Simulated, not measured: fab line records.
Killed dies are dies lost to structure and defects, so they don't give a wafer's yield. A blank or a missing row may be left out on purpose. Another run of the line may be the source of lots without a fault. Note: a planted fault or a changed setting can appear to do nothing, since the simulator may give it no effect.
fab line records ; flow sky130
record lots=5; wafers=15; last-day=50
route steps=708 shown DNWELL@41 PWDE@45 NWELL@56 PAD_OPEN@708
lots with no fault: from the same line, run without faults
start-h: start of the lot's first displayed wafer, in hours after the record's first day ; wait-h: time in hours since the lot's previous step ; " the same as in the row above ; L1.1+2: one row covering several wafers at once ; - no value present, or no start provided ; * or withheld: withheld ; < > ~ a bound
route shown NAME@n: NAME is a module with steps in the file, n the number in the route of the first one ; usual: average and standard deviation across the fault-free wafers ; same: alike in all rows ; chamber/n: place in a boat ; sites: readings site by site ; _std_site: how widely they spread, as a standard deviation ; _edge_site: the outer-site mean with the inner-site mean subtracted ; radius-mm: for every site, how far away it sits from the centre of the wafer ; mask NAME#n: copy n ; behind: the most recent tool/chamber to have shaped the wafer ; hold: why the lot went on hold/how many hours it stayed there/how the hold came to an end ; device: names the non-switching transistor (n, p or np) ; end of line: the same wafers' tests at the end of the route ; a step without rows: its recipe alone ; killed: dies that structure and defects cost at the first sort, which is not the same as the wafer's yield ; map: dies across one wafer; x = killed, . = not, _ = none there
set.NAME: the setting that was run; set.NAME@STEP: the one run at that earlier step ; model.NAME: the simulator's own value behind a step, which no gauge read
certain route steps with their lots: each step a table, each wafer a row
services: when a tool's chamber went out of use (start-h, in hours from the record's first day, below 0 if earlier), for how many hours, and the reason
## steps
# step SKY_DNWELL_DEVELOP_06
# recipe wall-angle-deg=90; developer=TMAH; develop-time-s=60; dev-temp-c=23
# step SKY_DNWELL_IMPLANT_07
# recipe species=P; energy-kev=withheld; dose-cm2=withheld; tilt-deg=withheld
# step SKY_DNWELL_STRIP_08
# recipe chemistry=O2/N2; power-w=1400; pressure-mtorr=1500; platen-temp-c=withheld; o2-flow-sccm=3000; n2-flow-sccm=300; overash-fraction=0.5
# step SKY_PWDE_DEHYDRATE_00
# recipe temp-c=200; time-s=60
# step SKY_PWDE_HMDS_01
# recipe prime-time-s=60; prime-temp-c=120
# step SKY_PWDE_COAT_02
# recipe spin-rpm=2000; resist-thk-nm=3000
# step SKY_PWDE_SOFTBAKE_03
# recipe temp-c=110; time-s=withheld
# step SKY_PWDE_EXPOSE_04
# recipe mask-id=PWDEM; na=0.6; source-shape=conventional; sigma-outer=0.6; polarization=unpolarized; target-cd-nm=840; dose-mj=214
# step SKY_PWDE_PEB_05
# recipe temp-c=115; time-s=withheld
# step SKY_PWDE_DEVELOP_06
# recipe wall-angle-deg=90; developer=TMAH; develop-time-s=60; dev-temp-c=23
# step SKY_PWDE_IMPLANT_08
# recipe species=B; energy-kev=150; dose-cm2=3.6e+12; tilt-deg=withheld
lot.wafer;tool;chamber;start-h;wait-h
L428.2+3+4;implanter-03;0;148.87;0.0
L428.2+3+4;implanter-03;0;149.19;0.3
L429.3+5+6;implanter-04;0;154.39;0.1
L429.3+5+6;implanter-04;0;154.71;0.3
L430.1+4+6;implanter-02;0;161.19;0.0
L430.1+4+6;implanter-02;0;161.51;0.3
L432.1+2+3;implanter-03;0;172.19;0.0
L437.1+4+6;implanter-03;0;198.14;0.0
# step SKY_PWDE_STRIP_09
# recipe chemistry=O2/N2; power-w=1400; pressure-mtorr=1500; platen-temp-c=withheld; o2-flow-sccm=3000; n2-flow-sccm=300; overash-fraction=0.5
# step SKY_PWDE_TW_MEAS_10
# usual PWDE_TW=370.9/1.8
lot.wafer;tool;chamber;start-h;wait-h;PWDE_TW
L428.2;film-metro-04;-;149.42;0.1;462.9
L428.3;film-metro-04;-;149.42;0.1;459.5
L428.4;film-metro-04;-;149.42;0.1;459.0
L429.3;film-metro-03;-;155.14;0.1;461.0
L429.5;film-metro-03;-;155.14;0.1;460.0
L429.6;film-metro-03;-;155.14;0.1;458.9
L430.1;film-metro-03;-;161.77;0.1;458.3
L430.4;film-metro-03;-;161.77;0.1;456.5
L430.6;film-metro-03;-;161.77;0.1;456.9
L432.1;film-metro-03;-;172.44;0.1;371.0
L432.2;film-metro-03;-;172.44;0.1;371.7
L432.3;film-metro-03;-;172.44;0.1;368.1
L437.1;film-metro-03;-;198.39;0.1;367.5
L437.4;film-metro-03;-;198.39;0.1;369.7
L437.6;film-metro-03;-;198.39;0.1;369.5
# step SKY_NWELL_DEHYDRATE_03
# recipe temp-c=200; time-s=60
# step SKY_NWELL_HMDS_04
# recipe prime-time-s=60; prime-temp-c=120
# step SKY_NWELL_COAT_05
# recipe spin-rpm=2000; resist-thk-nm=3000
# step SKY_NWELL_SOFTBAKE_06
# recipe temp-c=110; time-s=withheld
# step SKY_NWELL_EXPOSE_07
# recipe mask-id=NWM; na=0.6; source-shape=conventional; sigma-outer=0.6; polarization=unpolarized; target-cd-nm=840; dose-mj=255
# step SKY_NWELL_PEB_08
# recipe temp-c=115; time-s=withheld
# step SKY_NWELL_DEVELOP_09
# recipe wall-angle-deg=90; developer=TMAH; develop-time-s=60; dev-temp-c=23
# step SKY_NWELL_IMPLANT_11
# recipe species=P; energy-kev=400; dose-cm2=1.9e+13; tilt-deg=withheld
# step SKY_NWELL_IMPLANT_12
# recipe species=P; energy-kev=120; dose-cm2=1.3e+12; tilt-deg=withheld
# step SKY_NWELL_IMPLANT_13
# recipe species=P; energy-kev=50; dose-cm2=7e+11; tilt-deg=withheld
# step SKY_NWELL_STRIP_14
# recipe chemistry=O2/N2; power-w=1400; pressure-mtorr=1500; platen-temp-c=withheld; o2-flow-sccm=3000; n2-flow-sccm=300; overash-fraction=0.5
# step SKY_NWELL_DEHYDRATE_16
# recipe temp-c=200; time-s=60
# step SKY_NWELL_HMDS_17
# recipe prime-time-s=60; prime-temp-c=120
# step SKY_NWELL_COAT_18
# recipe spin-rpm=2000; resist-thk-nm=3000
# step SKY_NWELL_SOFTBAKE_19
# recipe temp-c=110; time-s=withheld
# step SKY_NWELL_EXPOSE_20
# recipe mask-id=NWM_COMPLEMENT; na=0.6; source-shape=conventional; sigma-outer=0.6; polarization=unpolarized; target-cd-nm=840; dose-mj=260
# step SKY_NWELL_PEB_21
# recipe temp-c=115; time-s=withheld
# step SKY_NWELL_DEVELOP_22
# recipe wall-angle-deg=90; developer=TMAH; develop-time-s=60; dev-temp-c=23
# step SKY_NWELL_IMPLANT_24
# recipe species=B; energy-kev=140; dose-cm2=9.2e+12; tilt-deg=withheld
# step SKY_NWELL_STRIP_25
# recipe chemistry=O2/N2; power-w=1400; pressure-mtorr=1500; platen-temp-c=withheld; o2-flow-sccm=3000; n2-flow-sccm=300; overash-fraction=0.5
# step SKY_NWELL_CLEAN_27
# recipe chemistry=SC1/SC2; mix=1:4:20; temp-c=70; time-s=150; dry=n2-spin
# step SKY_NWELL_RTA_28
# recipe temp-c=1050; time-s=30; idle-temp-c=650; ramp-up-c-per-s=150; ramp-down-c-per-s=90; ambient=N2
# step SKY_NWELL_RS_MEAS_31
# recipe thk-meas-gauge=four-point-probe
# usual PWDE_RS=5276/20
lot.wafer;tool;chamber;start-h;wait-h;PWDE_RS[ohm/sq]
L428.2;film-metro-01;-;191.47;0.1;3118
L428.3;film-metro-01;-;191.47;0.1;3115
L428.4;film-metro-01;-;191.47;0.1;3127
L429.3;film-metro-04;-;196.43;0.1;3125
L429.5;film-metro-04;-;196.43;0.1;3122
L429.6;film-metro-04;-;196.43;0.1;3116
L430.1;film-metro-01;-;205.09;0.1;3126
L430.4;film-metro-01;-;205.09;0.1;3119
L430.6;film-metro-01;-;205.09;0.1;3131
L432.1;film-metro-03;-;216.64;0.1;5247
L432.2;film-metro-03;-;216.64;0.1;5284
L432.3;film-metro-03;-;216.64;0.1;5254
L437.1;film-metro-01;-;243.62;0.1;5328
L437.4;film-metro-01;-;243.62;0.1;5320
L437.6;film-metro-01;-;243.62;0.1;5331
# step SKY_PAD_OPEN_PROBE_99
# usual killed_at_M0_to_M3=44/7.2; killed_at_M4_up=2.9/1.8; killed-at-contacts=24/5.6; killed-at-front-end=15/4.2; killed-at-other=0.4/0.71; killed-dies=86/9.2; killed-open=47/7.2; killed-short=39/5.7
# same gross-dies=492; killed-at-back-side=0
lot.wafer;tool;chamber;start-h;wait-h;killed_at_M0_to_M3;killed_at_M4_up;killed-at-contacts;killed-at-front-end;killed-at-other;killed-dies;killed-open;killed-short;model.etest.res_p_drift_20v.line-ohm-um;model.etest.res_p_drift_20v.rs-ohm-sq;model.etest.res-pwde-under-gate.rs-ohm-sq
L428.2;prober-02;-;1163.58;0.1;43;2;32;17;0;94;51;42;6575;5481;3386
L428.3;prober-02;-;1163.63;0.2;44;4;26;15;0;89;54;35;6773;5539;3391
L428.4;prober-02;-;1163.68;0.2;39;3;26;16;0;84;46;37;6357;5218;3411
L429.3;prober-01;-;1166.97;0.2;41;4;19;15;0;79;41;38;6185;5224;3368
L429.5;prober-01;-;1167.07;0.2;54;3;20;12;0;89;53;36;6566;5425;3379
L429.6;prober-01;-;1167.12;0.2;46;2;16;17;0;81;38;43;6309;5290;3352
L430.1;prober-02;-;1172.83;0.1;48;0;20;11;1;80;41;39;6027;5143;3324
L430.4;prober-02;-;1172.98;0.2;50;4;20;8;0;82;44;38;5944;5038;3351
L430.6;prober-02;-;1173.08;0.2;49;3;24;19;0;95;47;48;6156;5223;3352
L432.1;prober-02;-;1179.48;0.1;51;2;31;12;0;96;56;39;1.291e+04;1.082e+04;6235
L432.2;prober-02;-;1179.53;0.1;64;6;16;13;0;99;56;43;1.291e+04;1.087e+04;6228
L432.3;prober-02;-;1179.58;0.2;52;0;35;11;0;98;51;47;1.295e+04;1.087e+04;6266
L437.1;prober-02;-;1198.18;0.1;34;3;27;12;1;77;32;45;1.184e+04;9927;6272
L437.4;prober-02;-;1198.33;0.2;32;1;22;15;0;70;43;25;1.133e+04;9495;6257
L437.6;prober-02;-;1198.43;0.2;37;4;33;22;0;96;53;42;1.137e+04;9493;6246
# killed by level:class
L428.2 LI_CONTACT:geometric-particle:open=10 CONTACT:geometric-particle:open=9 FIELD_ISO:geometric-particle:open=8 CONTACT:geometric-particle:short=8 VIA1:geometric-particle:open=8 VIA1:geometric-particle:short=7 VIA3:geometric-particle:open=7 FIELD_ISO:geometric-particle:short=4
L428.3 CONTACT:geometric-particle:open=11 LI_CONTACT:geometric-particle:open=10 VIA1:geometric-particle:open=10 VIA3:geometric-particle:open=9 POLY_GATE:geometric-particle:short=5 VIA1:geometric-particle:short=5 METAL1:geometric-particle:short=4 VIA3:geometric-particle:short=3
L428.4 VIA1:geometric-particle:open=13 LI_CONTACT:geometric-particle:open=10 CONTACT:geometric-particle:open=10 FIELD_ISO:geometric-particle:short=6 VIA1:geometric-particle:short=5 FIELD_ISO:geometric-particle:open=4 CONTACT:geometric-particle:short=4 METAL2:geometric-particle:short=4
L429.3 VIA2:geometric-particle:open=8 VIA1:geometric-particle:open=6 CONTACT:geometric-particle:open=6 FIELD_ISO:geometric-particle:open=5 VIA3:geometric-particle:open=5 LOCAL_INTERCONNECT:geometric-particle:short=5 METAL2:geometric-particle:short=5 POLY_GATE:geometric-particle:short=4
L429.5 VIA1:geometric-particle:open=14 VIA1:geometric-particle:short=9 VIA2:geometric-particle:open=8 LI_CONTACT:geometric-particle:open=8 METAL2:geometric-particle:short=7 POLY_GATE:geometric-particle:open=5 CONTACT:geometric-particle:open=5 METAL1:geometric-particle:short=4
L429.6 VIA1:geometric-particle:open=10 VIA1:geometric-particle:short=10 METAL2:geometric-particle:short=6 LOCAL_INTERCONNECT:geometric-particle:short=5 CONTACT:geometric-particle:open=5 METAL3:geometric-particle:short=5 FIELD_ISO:geometric-particle:short=4 POLY_GATE:geometric-particle:short=4
L430.1 VIA1:geometric-particle:open=10 METAL1:geometric-particle:short=9 VIA1:geometric-particle:short=9 CONTACT:geometric-particle:open=7 LI_CONTACT:geometric-particle:open=6 VIA2:geometric-particle:open=6 LI_CONTACT:geometric-particle:short=4 FIELD_ISO:geometric-particle:short=3
L430.4 VIA1:geometric-particle:open=16 VIA2:geometric-particle:open=8 CONTACT:geometric-particle:open=6 CONTACT:geometric-particle:short=5 FIELD_ISO:geometric-particle:short=4 LI_CONTACT:geometric-particle:open=4 VIA1:geometric-particle:short=4 METAL2:geometric-particle:short=4
L430.6 VIA1:geometric-particle:open=18 FIELD_ISO:geometric-particle:open=8 METAL2:geometric-particle:short=8 CONTACT:geometric-particle:open=8 CONTACT:geometric-particle:short=6 LI_CONTACT:geometric-particle:short=4 METAL1:geometric-particle:short=4 VIA1:geometric-particle:short=4
L432.1 CONTACT:geometric-particle:open=16 VIA1:geometric-particle:open=11 VIA3:geometric-particle:open=8 VIA2:geometric-particle:open=8 METAL1:geometric-particle:short=7 CONTACT:geometric-particle:short=5 LI_CONTACT:geometric-particle:short=5 LI_CONTACT:geometric-particle:open=5
L432.2 VIA1:geometric-particle:open=16 VIA2:geometric-particle:open=10 METAL1:geometric-particle:short=8 VIA3:geometric-particle:open=8 CONTACT:geometric-particle:open=6 METAL2:geometric-particle:short=5 LI_CONTACT:geometric-particle:open=4 VIA1:geometric-particle:short=4
L432.3 CONTACT:geometric-particle:open=11 VIA3:geometric-particle:open=10 CONTACT:geometric-particle:short=9 VIA2:geometric-particle:open=9 LI_CONTACT:geometric-particle:open=7 METAL1:geometric-particle:short=7 VIA1:geometric-particle:open=7 POLY_GATE:geometric-particle:short=6
L437.1 METAL1:geometric-particle:short=8 LI_CONTACT:geometric-particle:open=7 LOCAL_INTERCONNECT:geometric-particle:short=6 CONTACT:geometric-particle:open=5 CONTACT:geometric-particle:short=5 VIA1:geometric-particle:open=5 VIA3:geometric-particle:open=5 METAL2:geometric-particle:short=4
L437.4 VIA3:geometric-particle:open=10 CONTACT:geometric-particle:open=8 VIA1:geometric-particle:open=7 LI_CONTACT:geometric-particle:open=5 VIA1:geometric-particle:short=5 FIELD_ISO:geometric-particle:open=4 LI_CONTACT:geometric-particle:short=4 CONTACT:geometric-particle:short=4
L437.6 CONTACT:geometric-particle:open=12 VIA3:geometric-particle:open=9 VIA2:geometric-particle:open=8 LI_CONTACT:geometric-particle:short=6 LI_CONTACT:geometric-particle:open=6 VIA1:geometric-particle:open=6 FIELD_ISO:geometric-particle:short=5 SPACER:geometric-particle:open=5
## services
tool;chamber;start-h;hours;kind
implanter-03;-;136.58;1.2;repair
implanter-03;-;175.60;3.7;repair
implanter-02;-;188.76;2.9;repair
## key
first-sign step=SKY_PWDE_IMPLANT_08; reading=visit; direction=added
effect step=SKY_PWDE_TW_MEAS_10; reading=PWDE_TW; direction=up; sigmas=49; usual=370.9; struck=459.2
effect step=SKY_NWELL_RS_MEAS_31; reading=PWDE_RS; direction=down; sigmas=99+; usual=5276; struck=3122
model-effect step=SKY_PAD_OPEN_PROBE_99; value=etest.res_p_drift_20v.line-ohm-um; without=1.199e+04; struck=6321
met-at SKY_PWDE_IMPLANT_08
struck-wafers L428.2,L428.3,L428.4,L429.3,L429.5,L429.6,L430.1,L430.4,L430.6
tester-left-out L428,L429,L430
fault kind=repeated-step-whole; tool=implanter-02,implanter-03,implanter-04; chamber=-; onset-h=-; steps=SKY_PWDE_IMPLANT_08; times=1; scope=struck-lots-only
# tester-left-out: of these lots the tester's yield and bins aren't shown, on N5 and GAA mostly nor the transistor test; their killed dies are dies lost to structure and defects alone, not to doping, threshold or leakage, so they don't give the yield
